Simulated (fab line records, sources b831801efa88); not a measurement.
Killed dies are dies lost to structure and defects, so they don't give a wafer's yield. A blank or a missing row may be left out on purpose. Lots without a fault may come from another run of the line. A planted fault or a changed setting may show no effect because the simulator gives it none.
Which tool did it? | flow sky130 | 12 lots, 36 wafers sampled, at 5 steps of a route of 708

WHAT THE GAUGES READ, wafer by wafer
SKY_NWELL_RS_MEAS_31: measures by four-point-probe. Usual: PWDE_RS 5281 ohm/sq, standard deviation 17.
lot  | measured     | on            | PWDE_RS (ohm/sq) | flag
L118 | day 5 13:44  | film_metro-03 | 5267 5283 5278   |
L119 | day 5 17:02  | film_metro-02 | 5272 5248 5255   |
L122 | day 6 21:13  | film_metro-01 | 5272 5267 5260   |
L129 | day 8 09:44  | film_metro-02 | 5302 5307 5294   |
L130 | day 8 14:41  | film_metro-01 | 5288 5267 5269   |
L131 | day 8 19:15  | film_metro-02 | 5273 5302 5287   |
L133 | day 9 06:16  | film_metro-02 | 5248 5251 5259   |
L134 | day 9 11:49  | film_metro-02 | 5282 5279 5294   |
L137 | day 10 07:49 | film_metro-01 | 5276 5278 5270   |
L138 | day 10 23:39 | film_metro-02 | 5275 5249 5286   |
L139 | day 11 03:04 | film_metro-01 | 5292 5289 5290   |
L140 | day 11 03:58 | film_metro-01 | 5285 5283 5276   |

SKY_GATE_OXIDE_TW_MEAS_14. Usual: GATE_OXIDE_TW 225.5, standard deviation 2.4.
lot  | measured     | on            | GATE_OXIDE_TW     | flag
L118 | day 13 22:00 | film_metro-01 | 226.8 228.4 228.3 |
L119 | day 14 08:24 | film_metro-01 | 228.4 227.6 227.3 |
L122 | day 16 00:13 | film_metro-01 | 228.6 227.3 226.9 |
L129 | day 17 22:56 | film_metro-01 | 246.2 245.6 246.2 | OFF
L130 | day 18 06:57 | film_metro-03 | 241.3 240.5 240.6 | OFF
L131 | day 18 11:15 | film_metro-02 | 223.6 222.0 222.4 |
L133 | day 19 03:02 | film_metro-02 | 223.1 222.8 223.4 |
L134 | day 19 18:44 | film_metro-03 | 223.8 223.1 224.5 |
L137 | day 20 19:13 | film_metro-02 | 223.0 225.1 224.4 |
L138 | day 21 19:11 | film_metro-03 | 224.7 224.7 224.6 |
L139 | day 21 23:04 | film_metro-01 | 229.0 228.8 228.7 |
L140 | day 22 00:59 | film_metro-01 | 230.1 229.2 229.4 |

SKY_RES_PROTECT_TW_MEAS_08. Usual: POLY_GATE_TW 4025, standard deviation 20.
lot  | measured     | on            | POLY_GATE_TW   | flag
L118 | day 15 03:20 | film_metro-03 | 4034 4040 4032 |
L119 | day 15 14:17 | film_metro-02 | 4002 3992 3995 |
L122 | day 17 09:25 | film_metro-03 | 4052 4055 4056 |
L129 | day 19 09:32 | film_metro-02 | 4042 4046 4052 |
L130 | day 19 17:16 | film_metro-02 | 4027 4008 4015 |
L131 | day 19 22:49 | film_metro-04 | 4010 4028 4041 |
L133 | day 20 14:06 | film_metro-03 | 4035 4034 4026 |
L134 | day 21 04:45 | film_metro-04 | 4008 4000 4008 |
L137 | day 22 04:57 | film_metro-03 | 4056 4062 4067 |
L138 | day 23 04:05 | film_metro-04 | 4030 4016 4007 |
L139 | day 23 08:57 | film_metro-04 | 4022 4025 4034 |
L140 | day 23 10:38 | film_metro-03 | 4039 4029 4021 |

WHICH TOOL RAN EACH LOT (tool, then ch and the chambers of the sampled wafers, then the start)
lot  | SKY_NWELL_STRIP_14                   | SKY_GATE_OXIDE_IMPLANT_11
L118 | plasma_asher-04 ch 0,1, day 4 19:18  | implanter-04 ch 0, day 13 21:40
L119 | plasma_asher-03 ch 0,1, day 4 22:12  | implanter-04 ch 0, day 14 08:03
L122 | plasma_asher-04 ch 0,1, day 6 01:36  | implanter-03 ch 0, day 15 23:52
L129 | plasma_asher-02 ch 0,1, day 7 13:15  | implanter-04 ch 0, day 17 22:35
L130 | plasma_asher-02 ch 0,1, day 7 16:43  | implanter-04 ch 0, day 18 06:30
L131 | plasma_asher-04 ch 0,1, day 7 22:11  | implanter-03 ch 0, day 18 10:53
L133 | plasma_asher-04 ch 0,1, day 8 09:10  | implanter-01 ch 0, day 19 02:43
L134 | plasma_asher-03 ch 0,1, day 8 14:57  | implanter-03 ch 0, day 19 18:23
L137 | plasma_asher-04 ch 0,1, day 9 09:08  | implanter-01 ch 0, day 20 18:52
L138 | plasma_asher-03 ch 0,1, day 10 00:52 | implanter-03 ch 0, day 21 18:50
L139 | plasma_asher-03 ch 0,1, day 10 04:37 | implanter-03 ch 0, day 21 22:43
L140 | plasma_asher-04 ch 0,1, day 10 04:45 | implanter-03 ch 0, day 22 00:38
- SKY_NWELL_STRIP_14: strips in O2/N2.
- SKY_GATE_OXIDE_IMPLANT_11

WHAT THE TOOLS THEMSELVES READ (means of the sampled wafers that have a number; where no wafer has one, the mark that the record gives instead)
SKY_NWELL_STRIP_14. Usual: drypump_motor_current_A 5.5 A, standard deviation 0.55; o2_flow_sccm 3001 sccm, standard deviation 11; oes_product_au 0.723 a.u., standard deviation 0.004; strip_time_to_endpoint_s 36.89 s, standard deviation 0.11.
lot  | tool            | drypump_motor_current_A (A) | o2_flow_sccm (sccm) | oes_product_au (a.u.) | strip_time_to_endpoint_s (s) | flag
L118 | plasma_asher-04 | 5.1                         | 3003                | 0.724                 | 36.87                        |
L119 | plasma_asher-03 | 5.3                         | 3001                | 0.720                 | 36.97                        |
L122 | plasma_asher-04 | 5.4                         | 3002                | 0.723                 | 36.84                        |
L129 | plasma_asher-02 | 6.3                         | 2990                | 0.722                 | 36.68                        |
L130 | plasma_asher-02 | 6.2                         | 3008                | 0.724                 | 36.77                        |
L131 | plasma_asher-04 | 5.1                         | 3006                | 0.723                 | 36.80                        |
L133 | plasma_asher-04 | 5.1                         | 3001                | 0.720                 | 36.84                        |
L134 | plasma_asher-03 | 5.4                         | 3000                | 0.725                 | 37.03                        |
L137 | plasma_asher-04 | 5.1                         | 3003                | 0.724                 | 36.91                        |
L138 | plasma_asher-03 | 5.4                         | 2992                | 0.722                 | 37.01                        |
L139 | plasma_asher-03 | 5.4                         | 2996                | 0.725                 | 36.98                        |
L140 | plasma_asher-04 | 5.1                         | 2997                | 0.724                 | 36.88                        |

SKY_GATE_OXIDE_IMPLANT_11. Usual: dose_ions_cm2 2.6e+12, standard deviation 2.8e+09; faraday_current_uA 14.68, standard deviation 0.29.
lot  | tool         | dose_ions_cm2 | faraday_current_uA | flag
L118 | implanter-04 | 2.6e+12       | 14.47              |
L119 | implanter-04 | 2.6e+12       | 14.77              |
L122 | implanter-03 | 2.6e+12       | 14.73              |
L129 | implanter-04 | 3.4e+12       | 19.23              | OFF
L130 | implanter-04 | 3.4e+12       | 18.79              | OFF
L131 | implanter-03 | 2.6e+12       | 14.79              |
L133 | implanter-01 | 2.6e+12       | 14.83              |
L134 | implanter-03 | 2.6e+12       | 14.86              |
L137 | implanter-01 | 2.6e+12       | 15.05              |
L138 | implanter-03 | 2.6e+12       | 14.97              |
L139 | implanter-03 | 2.6e+12       | 14.65              |
L140 | implanter-03 | 2.6e+12       | 14.35              |

THE ANSWER, worked out from the rows above alone
Rule: a lot is off if the mean of its wafers that have a number lies more than 3 standard deviations from the usual mean. A lot without any number at a reading at which 4 lots or more have one is off too. The other lots that the step has rows for count as sound. The gauges are gone through in route order, then the tools' own readings, and for those a lot's mean is taken as printed above. The first step at which some lot is off is used, and at that step the reading that is off furthest; a lot without a number counts as furthest.
Off: L129, L130, at SKY_GATE_OXIDE_TW_MEAS_14 (GATE_OXIDE_TW).
A tool fits if, at a process step before that reading, it ran every lot that is off, and no sound lot after the first of them. The gauges at SKY_GATE_OXIDE_TW_MEAS_14 aren't tried: what is off there is off at SKY_GATE_OXIDE_IMPLANT_11 too, on other tools, and a gauge's error can't cause that. Can't be told from this: 2 tools fit, plasma_asher-02 at SKY_NWELL_STRIP_14, implanter-04 at SKY_GATE_OXIDE_IMPLANT_11.

WHAT THE SIMULATOR HAD PUT IN
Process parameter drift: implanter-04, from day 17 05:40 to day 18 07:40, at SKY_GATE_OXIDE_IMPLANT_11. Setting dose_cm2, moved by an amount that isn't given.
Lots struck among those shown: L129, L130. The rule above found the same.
